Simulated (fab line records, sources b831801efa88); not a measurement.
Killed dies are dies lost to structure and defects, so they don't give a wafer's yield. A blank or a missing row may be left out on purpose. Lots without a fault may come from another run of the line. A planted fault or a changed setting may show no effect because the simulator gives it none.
fab line records | flow gf180mcu
record lots=5 wafers=15 last_day=34
route steps=602 shown M5@531 V5@540
lots that met no fault: from a run of the same line without faults
start_h: hours from the record's first day to the start of the lot's first wafer shown | wait_h: hours since the lot's step before | " the same as in the row above | L1.1+2: a row that stands for several wafers | - no value, or no start given | * or withheld: withheld | < > ~ a bound
route shown NAME@n: a module of which the file shows steps, and the number in the route of the first | usual: mean/standard deviation of fault-free wafers | same: alike in all rows | chamber/n: place in a boat | sites: the reading at each site | _std_site: their standard deviation | _edge_site: outer sites' mean less inner sites' | radius_mm: how far each site lies from the wafer's centre | mask NAME#n: copy n | behind: the tool/chamber that last shaped the wafer | hold: why the lot was held/for how many hours/how that ended | device: the transistor (n, p or np) that didn't switch | end of line: the same wafers' tests at the end of the route | a step without rows: its recipe alone | killed: dies lost to structure and defects at the first sort, not the wafer's yield | map: a wafer's dies, x killed, . not, _ none there
set.NAME: the setting as run; set.NAME@STEP: as run at that earlier step | model.NAME: the simulator's own value behind a step, which no gauge read
lots at some steps of the route; a table a step, a row a wafer
services: from which hour (start_h, from the record's first day; less than 0 if before it) a tool's chamber was out of use, for how many hours, and why
## steps
# step GF_M5_PEB_05
# recipe peb_temp_c=135 peb_time_s=90 resist=KrF
# usual plate_temp_C=135.00/0.15
# columns lot.wafer tool chamber start_h wait_h plate_temp_C
L074.1 litho_track-03 0 - - 134.95
L074.2 " 0 " " 135.00
L074.6 " 0 " " 134.86
L076.2 litho_track-03 0 - - 135.14
L076.4 " 0 " " 135.12
L076.5 " 0 " " 135.05
L093.1 litho_track-02 0 - - 135.14
L093.5 " 0 " " 135.10
L093.6 " 0 " " 134.96
L096.2 litho_track-03 0 - - 135.08
L096.3 " 0 " " 134.79
L096.6 " 0 " " 135.12
L097.1 litho_track-04 0 - - 135.10
L097.5 " 0 " " 134.81
L097.6 " 0 " " 134.86
# step GF_M5_DEVELOP_06
# recipe develop_time_s=60 dev_temp_c=21
# usual developer_temp_C=21.00/0.11
# columns lot.wafer tool chamber start_h wait_h developer_temp_C
L074.1 litho_track-03 0 604.19 0.2 21.11
L074.2 " 0 " " 20.89
L074.6 " 0 " " 20.98
L076.2 litho_track-03 0 623.11 0.2 20.83
L076.4 " 0 " " 20.80
L076.5 " 0 " " 20.94
L093.1 litho_track-02 0 743.83 0.2 21.03
L093.5 " 0 " " 21.00
L093.6 " 0 " " 21.06
L096.2 litho_track-03 0 759.81 0.2 20.84
L096.3 " 0 " " 20.92
L096.6 " 0 " " 20.97
L097.1 litho_track-04 0 768.40 0.2 21.21
L097.5 " 0 " " 21.06
L097.6 " 0 " " 21.03
# step GF_M5_CD_MEAS_07
# recipe target_cd_nm=280
# usual cd_nm=280.1/0.98
# columns lot.wafer tool chamber start_h wait_h cd_nm
L074.1 cd_sem-01 - 604.34 0.1 278.2
L074.2 " - " " 280.3
L074.6 " - " " 279.1
L076.2 cd_sem-01 - 623.26 0.1 280.1
L076.4 " - " " 281.1
L076.5 " - " " 280.8
L093.1 cd_sem-01 - 743.98 0.1 280.2
L093.5 " - " " 278.0
L093.6 " - " " 278.4
L096.2 cd_sem-01 - 759.96 0.1 280.1
L096.3 " - " " 279.2
L096.6 " - " " 279.4
L097.1 cd_sem-02 - 768.55 0.1 280.0
L097.5 " - " " 280.1
L097.6 " - " " 281.1
# step GF_M5_OVL_MEAS_08
# usual M5_OVL=1/5.4
# columns lot.wafer tool chamber start_h wait_h M5_OVL[nm]
L074.1 overlay-01 - 604.46 0.1 -4
L074.2 " - " " -8
L074.6 " - " " -4
L076.2 overlay-01 - 623.36 0.1 3
L076.4 " - " " 8
L076.5 " - " " 11
L093.1 overlay-02 - 744.10 0.1 7
L093.5 " - " " 3
L093.6 " - " " 6
L096.2 overlay-01 - 760.06 0.1 -7
L096.3 " - " " 0
L096.6 " - " " -3
L097.1 overlay-01 - 768.67 0.1 0
L097.5 " - " " 0
L097.6 " - " " 4
# step GF_M5_ETCH_09
# recipe chemistry=CF4/O2 target=Si3N4 target_depth_nm=52 source_w=800 bias_w=150 pressure_mtorr=150 cf4_flow_sccm=80 O2_flow_sccm=10 time_s=11.6
# usual drypump_motor_current_A=5.9/0.37 oes_product_au=0.999/0.012 rf_fwd_power_W=788/3.9 throttle_valve_pct=5.970/0.0098
# columns lot.wafer tool chamber start_h wait_h drypump_motor_current_A oes_product_au rf_fwd_power_W rf_hours_counter_h throttle_valve_pct
L074.1 rie_diel-01 2 604.49 0.0 5.3 1.002 784 15 5.981
L074.2 " 1 " " 5.2 0.992 787 0 5.966
L074.6 " 2 " " 5.3 1.002 781 - 5.975
L076.2 rie_diel-01 0 623.39 0.0 6.6 0.995 795 1 5.960
L076.4 " 1 " " 5.2 0.991 791 1 5.957
L076.5 " 0 " " 6.6 0.991 793 - 5.957
L093.1 rie_diel-02 0 744.14 0.0 6.2 1.019 781 10 5.967
L093.5 " 3 " " 6.1 1.001 787 - 5.964
L093.6 " 0 " " 6.2 1.003 784 - 5.968
L096.2 rie_diel-04 3 760.09 0.0 5.9 1.010 785 7 5.980
L096.3 " 0 " " 5.9 0.997 788 26 5.972
L096.6 " 2 " " 5.7 0.998 787 - 5.962
L097.1 rie_diel-02 1 768.71 0.0 6.0 0.999 792 2 5.971
L097.5 " 1 " " 6.0 1.004 792 - 5.957
L097.6 " 2 " " 5.5 0.999 783 - 5.950
# step GF_M5_METAL_ETCH_10
# recipe chemistry=Cl2/BCl3 mask_material=KrF target_depth_nm=750.8 stop_on=SiO2 pressure_mtorr=8 icp_w=800 bias_w=140 Cl2_flow_sccm=80 bcl3_flow_sccm=40 time_s=125.1
# usual drypump_motor_current_A=5.5/0.56 oes_product_au=0.989/0.0062 rf_fwd_power_W=796.3/2.4 throttle_valve_pct=28.230/0.0097
# columns lot.wafer tool chamber start_h wait_h drypump_motor_current_A oes_product_au rf_fwd_power_W rf_hours_counter_h throttle_valve_pct
L074.1 rie_metal-02 1 604.52 0.0 5.1 0.977 794.7 2 28.248
L074.2 " 0 " " 5.3 0.986 799.1 14 28.244
L074.6 " 0 " " 5.3 0.986 798.7 - 28.229
L076.2 rie_metal-04 1 623.42 0.0 5.3 0.979 792.5 1 28.231
L076.4 " 1 " " 5.3 0.988 796.6 - 28.237
L076.5 " 0 " " 4.7 0.986 796.9 - 28.231
L093.1 rie_metal-02 0 744.16 0.0 5.3 0.982 795.8 2 28.227
L093.5 " 1 " " 5.1 0.978 794.6 - 28.234
L093.6 " 0 " " 5.3 0.982 797.5 - 28.239
L096.2 rie_metal-04 1 760.11 0.0 5.2 0.988 800.0 8 28.237
L096.3 " 0 " " 4.7 0.991 799.9 - 28.223
L096.6 " 1 " " 5.3 0.987 799.2 - 28.213
L097.1 rie_metal-01 1 768.73 0.0 6.2 0.988 796.1 8 28.231
L097.5 " 0 " " 6.3 0.989 795.3 - 28.213
L097.6 " 1 " " 6.2 0.989 796.2 - 28.237
# step GF_M5_STRIP_11
# recipe chemistry=O2/N2 power_w=1400 pressure_mtorr=1500 platen_temp_c=250 o2_flow_sccm=3000 n2_flow_sccm=300 overash_fraction=0.5
# usual drypump_motor_current_A=5.8/0.67 heater_power_w=300/18 oes_product_au=0.523/0.0047 strip_time_to_endpoint_s=7.06/0.05
# columns lot.wafer tool chamber start_h wait_h drypump_motor_current_A heater_power_w oes_product_au rf_hours_counter_h strip_time_to_endpoint_s
L074.1 plasma_asher-02 1 604.65 0.1 5.9 296 0.526 99 7.13
L074.2 " 0 " " 6.4 336 0.517 99 7.03
L074.6 " 1 " " 5.9 292 0.526 - 7.01
L076.2 plasma_asher-02 0 623.55 0.1 6.5 328 0.527 101 7.07
L076.4 " 0 " " 6.4 327 0.525 - 7.08
L076.5 " 0 " " 6.4 333 0.523 - 7.11
L093.1 plasma_asher-04 1 744.29 0.1 5.2 298 0.525 97 7.09
L093.5 " 1 " " 5.2 305 0.523 - 7.12
L093.6 " 0 " " 6.0 323 0.535 - 7.06
L096.2 plasma_asher-03 1 760.24 0.1 4.9 270 0.521 32 7.04
L096.3 " 0 " " 6.5 298 0.522 - 7.01
L096.6 " 1 " " 4.8 270 0.525 - 7.03
L097.1 plasma_asher-02 1 768.86 0.1 5.9 288 0.520 2 7.03
L097.5 " 0 " " 6.4 311 0.515 - 6.99
L097.6 " 1 " " 5.9 292 0.514 - 7.00
# step GF_M5_STRIP_12
# recipe chemistry=post_etch_residue_remover time_s=1200 temp_c=72.5
# columns lot.wafer tool chamber start_h wait_h
L074.1+2+6 wet_bench-03 3 604.75 0.1
L076.2+4+5 wet_bench-03 1 623.65 0.1
L093.1+5+6 wet_bench-03 1 744.39 0.1
L096.2+3+6 wet_bench-02 2 760.34 0.1
L097.1+5+6 wet_bench-02 1 768.96 0.1
# step GF_M5_CLEAN_13
# recipe chemistry=DIW dry=n2_spin
# columns lot.wafer tool chamber start_h wait_h
L074.1+2+6 wet_bench-02 3 605.12 0.0
L076.2+4+5 wet_bench-02 3 623.99 0.0
L093.1+5+6 wet_bench-04 2 744.76 0.0
L096.2+3+6 wet_bench-04 0 760.72 0.0
L097.1+5+6 wet_bench-03 1 769.33 0.0
# step GF_V5_CVD_00
# recipe material=SiO2 target_thk_nm=300 sigma_open_frac=0.3 temp_c=400 time_s=50 sih4_flow_sccm=60 pressure_mtorr=6
# columns lot.wafer tool chamber start_h wait_h
L074.1+2+6 hdpcvd-01 2,1,2 605.21 0.0
L076.2+4+5 hdpcvd-01 2,1,1 624.10 0.0
L093.1+5+6 hdpcvd-01 2,2,1 744.85 0.0
L096.2+3+6 hdpcvd-02 2,0,2 760.81 0.0
L097.1+5+6 hdpcvd-01 2,2,0 769.43 0.0
# step GF_V5_THK_MEAS_01
# recipe reads=SiO2_of_V5_CVD_00
# usual V5_CVD_00_THK=301/3.4
# columns lot.wafer tool chamber start_h wait_h V5_CVD_00_THK[nm]
L074.1 film_metro-04 - 605.25 0.0 296
L074.2 " - " " 296
L074.6 " - " " 295
L076.2 film_metro-01 - 624.17 0.1 296
L076.4 " - " " 294
L076.5 " - " " 296
L093.1 film_metro-04 - 744.90 0.0 303
L093.5 " - " " 298
L093.6 " - " " 298
L096.2 film_metro-01 - 760.86 0.0 297
L096.3 " - " " 302
L096.6 " - " " 299
L097.1 film_metro-04 - 769.48 0.0 305
L097.5 " - " " 305
L097.6 " - " " 300
# step GF_V5_CVD_02
# recipe material=SiO2 target_thk_nm=1450 precursor=TEOS temp_c=400 time_s=163.28 rf_w=600
# usual heater_power_outer_w=377/64 heater_power_w=677/100 rf_fwd_power_W=597.5/2
# columns lot.wafer tool chamber start_h wait_h heater_power_outer_w heater_power_w rf_fwd_power_W
L074.1 pecvd-02 1 605.31 0.1 490 735 599.3
L074.2 " 2 " " 401 723 598.5
L074.6 " 2 " " 463 774 596.6
L076.2 pecvd-04 1 624.22 0.0 325 546 597.2
L076.4 " 1 " " 265 463 599.9
L076.5 " 2 " " 456 786 596.6
L093.1 pecvd-04 2 744.96 0.1 458 813 597.0
L093.5 " 1 " " 264 471 596.7
L093.6 " 0 " " 373 740 599.3
L096.2 pecvd-01 2 760.91 0.0 422 768 598.0
L096.3 " 0 " " 378 685 597.8
L096.6 " 1 " " 414 673 599.1
L097.1 pecvd-01 1 769.54 0.1 443 715 594.4
L097.5 " 1 " " 331 557 595.6
L097.6 " 2 " " 381 733 598.8
# step GF_V5_THK_MEAS_03
# recipe reads=SiO2_of_V5_CVD_02
# usual V5_CVD_02_THK=1457/21
# columns lot.wafer tool chamber start_h wait_h V5_CVD_02_THK[nm]
L074.1 film_metro-01 - 605.42 0.1 1435
L074.2 " - " " 1450
L074.6 " - " " 1475
L076.2 film_metro-04 - 624.34 0.1 1458
L076.4 " - " " 1472
L076.5 " - " " 1448
L093.1 film_metro-01 - 745.07 0.1 1421
L093.5 " - " " 1459
L093.6 " - " " 1476
L096.2 film_metro-01 - 761.03 0.1 1432
L096.3 " - " " 1424
L096.6 " - " " 1462
L097.1 film_metro-01 - 769.64 0.1 1434
L097.5 " - " " 1461
L097.6 " - " " 1450
# step GF_V5_CMP_04
# recipe material=SiO2 down_force_psi=4 platen_rpm=60 pad_velocity_m_s=0.94248
# usual motor_current_A=12.7/1.4 retaining_ring_pressure_frac=1.000/0.0052
# columns lot.wafer tool chamber start_h wait_h motor_current_A retaining_ring_pressure_frac
L074.1 cmp-02 3 605.53 0.1 12.1 1.003
L074.2 " 0 " " 11.9 1.002
L074.6 " 3 " " 12.9 1.005
L076.2 cmp-01 1 624.39 0.0 13.7 1.010
L076.4 " 2 " " 11.3 1.001
L076.5 " 2 " " 11.0 0.996
L093.1 cmp-01 0 745.80 0.7 12.8 1.004
L093.6 " 1 " " 13.3 1.001
L093.5 " 2 " " 10.7 1.001
L096.2 cmp-02 2 761.18 0.1 15.4 0.997
L096.3 " 3 " " 12.4 0.998
L096.6 " 0 " " 12.1 1.002
L097.1 cmp-02 0 769.85 0.2 12.6 1.000
L097.5 " 1 " " 12.4 0.988
L097.6 " 2 " " 15.9 1.006
# step GF_V5_BOW_MEAS_05
# recipe mode=bow
# usual V5_BOW=132/9.2
# columns lot.wafer tool chamber start_h wait_h V5_BOW[um]
L074.1 film_metro-01 - 605.78 0.2 136
L074.2 " - " " 131
L074.6 " - " " 132
L076.2 film_metro-01 - 624.71 0.3 133
L076.4 " - " " 137
L076.5 " - " " 124
L093.1 film_metro-04 - 745.95 0.1 146
L093.5 " - " " 142
L093.6 " - " " 151
L096.2 film_metro-04 - 761.40 0.2 136
L096.3 " - " " 135
L096.6 " - " " 145
L097.1 film_metro-04 - 770.00 0.1 129
L097.5 " - " " 125
L097.6 " - " " 118
# step GF_V5_DEHYDRATE_06
# recipe temp_c=200 time_s=60
# usual plate_temp_C=200.01/0.15
# columns lot.wafer tool chamber start_h wait_h plate_temp_C
L074.1 litho_track-02 0 615.38 9.6 200.02
L074.2 " 0 " " 199.99
L074.6 " 0 " " 200.16
L076.2 litho_track-03 0 634.81 10.1 199.76
L076.4 " 0 " " 199.98
L076.5 " 0 " " 199.75
L093.1 litho_track-03 0 753.99 8.0 200.43
L093.5 " 0 " " 199.88
L093.6 " 0 " " 200.25
L096.2 litho_track-01 0 769.24 7.8 200.00
L096.3 " 0 " " 199.90
L096.6 " 0 " " 200.17
L097.1 litho_track-01 0 777.42 7.4 199.87
L097.5 " 0 " " 199.81
L097.6 " 0 " " 199.89
# step GF_V5_HMDS_07
# recipe prime_time_s=60 prime_temp_c=120
# columns lot.wafer tool chamber start_h wait_h
L074.1+2+6 litho_track-02 0 615.53 0.1
L076.2+4+5 litho_track-03 0 634.96 0.1
L093.1+5+6 litho_track-03 0 754.14 0.1
L096.2+3+6 litho_track-01 0 769.39 0.1
L097.1+5+6 litho_track-01 0 777.57 0.1
# step GF_V5_COAT_08
# recipe resist=BARC temp_c=withheld time_s=withheld spin_rpm=withheld resist_thk_nm=withheld
# columns lot.wafer tool chamber start_h wait_h
L074.1+2+6 litho_track-02 0 615.68 0.1
L076.2+4+5 litho_track-03 0 635.11 0.1
L093.1+5+6 litho_track-03 0 754.29 0.1
L096.2+3+6 litho_track-01 0 769.54 0.1
L097.1+5+6 litho_track-01 0 777.72 0.1
# step GF_V5_COAT_09
# recipe resist=KrF spin_rpm=withheld resist_thk_nm=1000
# columns lot.wafer tool chamber start_h wait_h
L074.1+2+6 litho_track-02 0 - -
L076.2+4+5 litho_track-03 0 - -
L093.1+5+6 litho_track-03 0 - -
L096.2+3+6 litho_track-01 0 - -
L097.1+5+6 litho_track-01 0 - -
# step GF_V5_SOFTBAKE_10
# recipe temp_c=130 time_s=60 resist=KrF
# usual plate_temp_C=130.01/0.15
# columns lot.wafer tool chamber start_h wait_h plate_temp_C
L074.1 litho_track-02 0 - - 129.90
L074.2 " 0 " " 129.98
L074.6 " 0 " " 129.95
L076.2 litho_track-03 0 - - 129.69
L076.4 " 0 " " 129.84
L076.5 " 0 " " 129.84
L093.1 litho_track-03 0 - - 129.87
L093.5 " 0 " " 129.95
L093.6 " 0 " " 129.81
L096.2 litho_track-01 0 - - 129.92
L096.3 " 0 " " 129.70
L096.6 " 0 " " 129.82
L097.1 litho_track-01 0 - - 130.25
L097.5 " 0 " " 130.31
L097.6 " 0 " " 130.16
# step GF_V5_EXPOSE_11
# recipe mask_id=Via5 target_cd_nm=260 na=0.68 source_shape=conventional sigma_outer=0.6 dose_mj=38
# columns lot.wafer tool chamber start_h wait_h mask
L074.1+2+6 krf_scanner-01 0 - - Via5#0
L076.2+4+5 krf_scanner-01 0 - - Via5#0
L093.1+5+6 krf_scanner-01 0 - - Via5#0
L096.2+3+6 krf_scanner-02 0 - - Via5#0
L097.1+5+6 krf_scanner-01 0 - - Via5#0
# step GF_V5_PEB_12
# recipe peb_temp_c=135 peb_time_s=90 resist=KrF
# usual plate_temp_C=134.98/0.14
# columns lot.wafer tool chamber start_h wait_h plate_temp_C
L074.1 litho_track-03 0 - - 134.96
L074.2 " 0 " " 135.02
L074.6 " 0 " " 135.11
L076.2 litho_track-01 0 - - 135.07
L076.4 " 0 " " 135.00
L076.5 " 0 " " 135.09
L093.1 litho_track-03 0 - - 134.85
L093.5 " 0 " " 134.92
L093.6 " 0 " " 134.94
L096.2 litho_track-02 0 - - 135.19
L096.3 " 0 " " 135.15
L096.6 " 0 " " 135.21
L097.1 litho_track-01 0 - - 135.06
L097.5 " 0 " " 135.14
L097.6 " 0 " " 135.07
# step GF_V5_DEVELOP_13
# recipe develop_time_s=60 resist=KrF dev_temp_c=21
# usual developer_temp_C=20.99/0.093
# columns lot.wafer tool chamber start_h wait_h developer_temp_C
L074.1 litho_track-03 0 625.29 0.2 21.02
L074.2 " 0 " " 20.96
L074.6 " 0 " " 20.92
L076.2 litho_track-01 0 644.29 0.2 20.83
L076.4 " 0 " " 20.95
L076.5 " 0 " " 20.97
L093.1 litho_track-03 0 761.74 0.2 21.07
L093.5 " 0 " " 21.04
L093.6 " 0 " " 21.12
L096.2 litho_track-02 0 777.86 0.2 21.21
L096.3 " 0 " " 20.99
L096.6 " 0 " " 20.95
L097.1 litho_track-01 0 785.37 0.2 20.91
L097.5 " 0 " " 20.93
L097.6 " 0 " " 21.01
# step GF_V5_CD_MEAS_14
# recipe target_cd_nm=260
# usual cd_nm=260.1/1.1
# columns lot.wafer tool chamber start_h wait_h cd_nm
L074.1 cd_sem-01 - 625.44 0.1 260.6
L074.2 " - " " 259.8
L074.6 " - " " 259.5
L076.2 cd_sem-01 - 644.44 0.1 260.2
L076.4 " - " " 258.9
L076.5 " - " " 258.9
L093.1 cd_sem-02 - 761.89 0.1 261.0
L093.5 " - " " 261.4
L093.6 " - " " 261.8
L096.2 cd_sem-02 - 778.00 0.1 260.3
L096.3 " - " " 259.5
L096.6 " - " " 258.9
L097.1 cd_sem-01 - 785.52 0.1 260.0
L097.5 " - " " 259.5
L097.6 " - " " 259.3
# step GF_V5_OVL_MEAS_15
# usual V5_OVL=-1/5.1
# columns lot.wafer tool chamber start_h wait_h V5_OVL[nm]
L074.1 overlay-02 - 625.56 0.1 1
L074.2 " - " " 6
L074.6 " - " " -3
L076.2 overlay-02 - 644.54 0.1 -3
L076.4 " - " " 3
L076.5 " - " " 4
L093.1 overlay-02 - 762.01 0.1 3
L093.5 " - " " 10
L093.6 " - " " 5
L096.2 overlay-02 - 778.11 0.1 3
L096.3 " - " " -4
L096.6 " - " " 3
L097.1 overlay-01 - 785.64 0.1 0
L097.5 " - " " -7
L097.6 " - " " -10
# step GF_V5_ETCH_16
# recipe chemistry=N2/H2 target_depth_a=withheld overetch_a=withheld time_s=withheld target=BARC ion_energy_ev=200 source_w=500 bias_w=100 pressure_mtorr=30.6 n2_flow_sccm=100 h2_flow_sccm=200
# usual drypump_motor_current_A=5.8/0.35 h2_flow_sccm=200.0/0.63 oes_product_au=0.855/0.0048 rf_fwd_power_W=495.8/2 throttle_valve_pct=13.075/0.0091
# columns lot.wafer tool chamber start_h wait_h drypump_motor_current_A h2_flow_sccm oes_product_au rf_fwd_power_W throttle_valve_pct
L074.1 rie_diel-03 2 625.59 0.0 6.1 200.4 0.857 495.2 13.051
L074.2 " 3 " " 5.8 201.3 0.845 495.4 13.074
L074.6 " 0 " " 5.7 199.9 0.855 495.5 13.086
L076.2 rie_diel-04 0 644.57 0.0 5.9 199.9 0.863 496.0 13.068
L076.4 " 2 " " 5.7 198.2 0.849 495.3 13.075
L076.5 " 2 " " 5.7 199.0 0.849 497.8 13.081
L093.1 rie_diel-03 3 762.04 0.0 5.8 200.1 0.849 498.4 13.079
L093.5 " 1 " " 5.3 200.1 0.860 495.0 13.077
L093.6 " 0 " " 5.7 200.8 0.850 493.7 13.069
L096.2 rie_diel-01 3 778.14 0.0 5.3 200.9 0.850 494.3 13.057
L096.3 " 1 " " 5.2 199.6 0.848 497.1 13.077
L096.6 " 0 " " 6.6 200.1 0.849 497.6 13.086
L097.1 rie_diel-03 2 785.67 0.0 6.2 200.4 0.851 496.7 13.071
L097.5 " 3 " " 5.8 200.7 0.849 498.4 13.067
L097.6 " 0 " " 5.7 200.2 0.857 496.8 13.069
# step GF_V5_ETCH_17
# recipe chemistry=C4F8/O2/Ar mask_material=KrF target=SiO2 stop_on=TiN source_w=1500 bias_w=1200 pressure_mtorr=40 c4f8_flow_sccm=withheld O2_flow_sccm=6 Ar_flow_sccm=300 time_s=withheld target_depth_a=8550
# usual oes_product_au=0.860/0.0038 rf_fwd_power_W=1495/4.9
# columns lot.wafer tool chamber start_h wait_h oes_product_au rf_fwd_power_W
L074.1 rie_diel-03 2 - - 0.861 1491
L074.2 " 3 " " 0.857 1500
L074.6 " 0 " " 0.865 1497
L076.2 rie_diel-04 0 - - 0.857 1494
L076.4 " 2 " " 0.860 1488
L076.5 " 2 " " 0.860 1494
L093.1 rie_diel-03 3 - - 0.862 1499
L093.5 " 1 " " 0.864 1494
L093.6 " 0 " " 0.860 1493
L096.2 rie_diel-01 3 - - 0.858 1485
L096.3 " 1 " " 0.867 1503
L096.6 " 0 " " 0.859 1495
L097.1 rie_diel-03 2 - - 0.858 1496
L097.5 " 3 " " 0.859 1501
L097.6 " 0 " " 0.859 1486
# step GF_V5_STRIP_18
# recipe chemistry=O2/N2 power_w=1400 pressure_mtorr=1500 platen_temp_c=250 o2_flow_sccm=3000 n2_flow_sccm=300 overash_fraction=0.5
# usual drypump_motor_current_A=5.7/0.56 heater_power_w=308/22 oes_product_au=0.568/0.0047
# columns lot.wafer tool chamber start_h wait_h drypump_motor_current_A heater_power_w oes_product_au rf_hours_counter_h
L074.1 plasma_asher-01 1 625.75 - 5.5 334 0.570 55
L074.2 " 0 " " 5.9 333 0.570 55
L074.6 " 0 " " 6.0 331 0.564 -
L076.2 plasma_asher-04 1 644.73 - 5.2 302 0.579 87
L076.4 " 0 " " 6.0 320 0.565 -
L076.5 " 0 " " 6.0 323 0.574 -
L093.1 plasma_asher-03 0 762.19 - 6.5 306 0.570 32
L093.5 " 0 " " 6.5 309 0.570 -
L093.6 " 1 " " 4.9 274 0.560 -
L096.2 plasma_asher-01 1 778.29 - 5.5 335 0.580 72
L096.3 " 1 " " 5.5 342 0.563 -
L096.6 " 1 " " 5.5 334 0.574 -
L097.1 plasma_asher-04 0 785.82 - 6.0 331 0.568 101
L097.5 " 0 " " 6.0 329 0.563 -
L097.6 " 1 " " 5.2 297 0.562 -
# step GF_V5_STRIP_19
# recipe chemistry=post_etch_residue_remover time_s=1200 temp_c=72.5
# columns lot.wafer tool chamber start_h wait_h
L074.1+2+6 wet_bench-04 0 625.85 0.1
L076.2+4+5 wet_bench-04 0 644.83 0.1
L093.1+5+6 wet_bench-04 2 762.29 0.1
L096.2+3+6 wet_bench-03 0 778.39 0.1
L097.1+5+6 wet_bench-03 2 785.92 0.1
# step GF_V5_CLEAN_20
# recipe chemistry=DIW dry=n2_spin
# columns lot.wafer tool chamber start_h wait_h
L074.1+2+6 wet_bench-01 2 626.25 0.0
L076.2+4+5 wet_bench-03 0 645.20 0.0
L093.1+5+6 wet_bench-01 3 762.64 0.0
L096.2+3+6 wet_bench-01 0 778.80 0.0
L097.1+5+6 wet_bench-04 3 786.30 0.0
# step GF_V5_SPUTTER_21
# recipe material=Ti target_thk_nm=15 chamber_pressure_pa=5 power_w=2500 substrate_temp_c=200 time_s=80.02
# usual throttle_valve_pct=30.2/1.1
# columns lot.wafer tool chamber start_h wait_h throttle_valve_pct
L074.1 pvd_sputter-03 - 626.34 0.0 29.6
L074.2 " - " " 30.9
L074.6 " - " " 32.0
L076.2 pvd_sputter-03 - 645.30 0.0 30.7
L076.4 " - " " 31.8
L076.5 " - " " 30.8
L093.1 pvd_sputter-04 - 762.73 0.0 27.9
L093.5 " - " " 30.8
L093.6 " - " " 30.5
L096.2 pvd_sputter-01 - 778.89 0.0 29.8
L096.3 " - " " 29.9
L096.6 " - " " 29.6
L097.1 pvd_sputter-01 - 786.39 0.0 30.0
L097.5 " - " " 30.4
L097.6 " - " " 29.3
# step GF_V5_SPUTTER_22
# recipe material=TiN target_thk_nm=10 chamber_pressure_pa=5 power_w=4000 time_s=40
# usual throttle_valve_pct=30.2/1.1
# columns lot.wafer tool chamber start_h wait_h throttle_valve_pct
L074.1 pvd_sputter-03 - 626.41 0.0 29.3
L074.2 " - " " 30.7
L074.6 " - " " 31.8
L076.2 pvd_sputter-03 - 645.36 0.0 31.0
L076.4 " - " " 31.9
L076.5 " - " " 30.6
L093.1 pvd_sputter-04 - 762.79 0.0 27.5
L093.5 " - " " 30.7
L093.6 " - " " 30.6
L096.2 pvd_sputter-01 - 778.96 0.0 29.6
L096.3 " - " " 29.6
L096.6 " - " " 29.8
L097.1 pvd_sputter-01 - 786.45 0.0 29.8
L097.5 " - " " 30.0
L097.6 " - " " 29.2
# step GF_V5_CVD_23
# recipe material=W target_thk_nm=350 time_s=104.9 temp_c=400 pressure_torr=40
# usual chamber_pressure_Torr=40.01/0.09 heater_power_outer_w=509/67 heater_power_w=790/71
# columns lot.wafer tool chamber start_h wait_h chamber_pressure_Torr heater_power_outer_w heater_power_w
L074.1 cvd_w-01 1 626.44 0.0 40.06 517 789
L074.2 " 0 " " 39.98 482 804
L074.6 " 0 " " 39.91 479 795
L076.2 cvd_w-01 1 645.40 0.0 39.98 512 753
L076.4 " 1 " " 40.05 521 794
L076.5 " 0 " " 40.06 476 813
L093.1 cvd_w-01 1 762.83 0.0 39.86 520 783
L093.5 " 0 " " 39.94 493 811
L093.6 " 1 " " 39.90 528 799
L096.2 cvd_w-02 1 779.00 0.0 39.98 605 880
L096.3 " 0 " " 39.75 425 689
L096.6 " 1 " " 40.01 619 886
L097.1 cvd_w-01 0 786.49 0.0 40.06 480 803
L097.5 " 0 " " 40.04 475 852
L097.6 " 1 " " 40.16 512 767
# step GF_V5_RS_MEAS_24
# recipe thk_meas_gauge=four-point-probe reads=W_of_V5_CVD_23+TiN_of_V5_SPUTTER_22+Ti_of_V5_SPUTTER_21
# usual V5_W_RS=0.326/0.0043
# columns lot.wafer tool chamber start_h wait_h V5_W_RS[ohm/sq]
L074.1 film_metro-01 - 626.56 0.1 0.338
L074.2 " - " " 0.329
L074.6 " - " " 0.328
L076.2 film_metro-01 - 645.53 0.1 0.328
L076.4 " - " " 0.325
L076.5 " - " " 0.320
L093.1 film_metro-02 - 762.94 0.1 0.330
L093.5 " - " " 0.324
L093.6 " - " " 0.329
L096.2 film_metro-01 - 779.13 0.1 0.317
L096.3 " - " " 0.312
L096.6 " - " " 0.317
L097.1 film_metro-04 - 786.60 0.1 0.328
L097.5 " - " " 0.325
L097.6 " - " " 0.331
# step GF_V5_THK_MEAS_25
# recipe thk_meas_gauge=xrf reads=W_of_V5_CVD_23
# usual V5_W_THK=365/5.5
# columns lot.wafer tool chamber start_h wait_h V5_W_THK[nm]
L074.1 film_metro-01 - 626.68 0.1 350
L074.2 " - " " 358
L074.6 " - " " 361
L076.2 film_metro-01 - 645.64 0.1 359
L076.4 " - " " 363
L076.5 " - " " 369
L093.1 film_metro-02 - 763.06 0.1 366
L093.5 " - " " 371
L093.6 " - " " 365
L096.2 film_metro-01 - 779.24 0.1 375
L096.3 " - " " 380
L096.6 " - " " 374
L097.1 film_metro-04 - 786.72 0.1 363
L097.5 " - " " 365
L097.6 " - " " 360
## services
# columns tool chamber start_h hours kind
krf_scanner-01 - 582.78 1.0 pm
plasma_asher-04 - 585.39 14.6 pm
pvd_sputter-03 - 592.64 20.9 repair
krf_scanner-01 - 599.82 1.3 pm
hdpcvd-01 0 605.25 21.1 repair
rie_diel-01 - 606.73 0.7 repair
plasma_asher-02 - 613.08 0.4 repair
cmp-02 - 619.04 9.2 pm
plasma_asher-02 - 625.04 1.2 repair
rie_diel-04 0 629.95 2.0 repair
krf_scanner-01 - 641.51 0.8 pm
rie_diel-01 2 661.46 4.6 repair
cvd_w-01 - 674.79 2.8 pm
hdpcvd-01 2 689.84 6.2 repair
hdpcvd-01 0 691.78 5.4 repair
pvd_sputter-01 - 692.21 6.0 repair
rie_diel-03 - 701.39 0.3 repair
krf_scanner-01 - 727.72 3.6 pm
krf_scanner-01 - 731.28 21.0 pm
rie_diel-01 - 741.59 15.6 pm
krf_scanner-01 - 753.28 1.0 pm
krf_scanner-01 - 767.51 4.4 pm
krf_scanner-01 - 773.41 1.3 pm
rie_diel-01 - 776.05 1.1 repair
## key
fault none
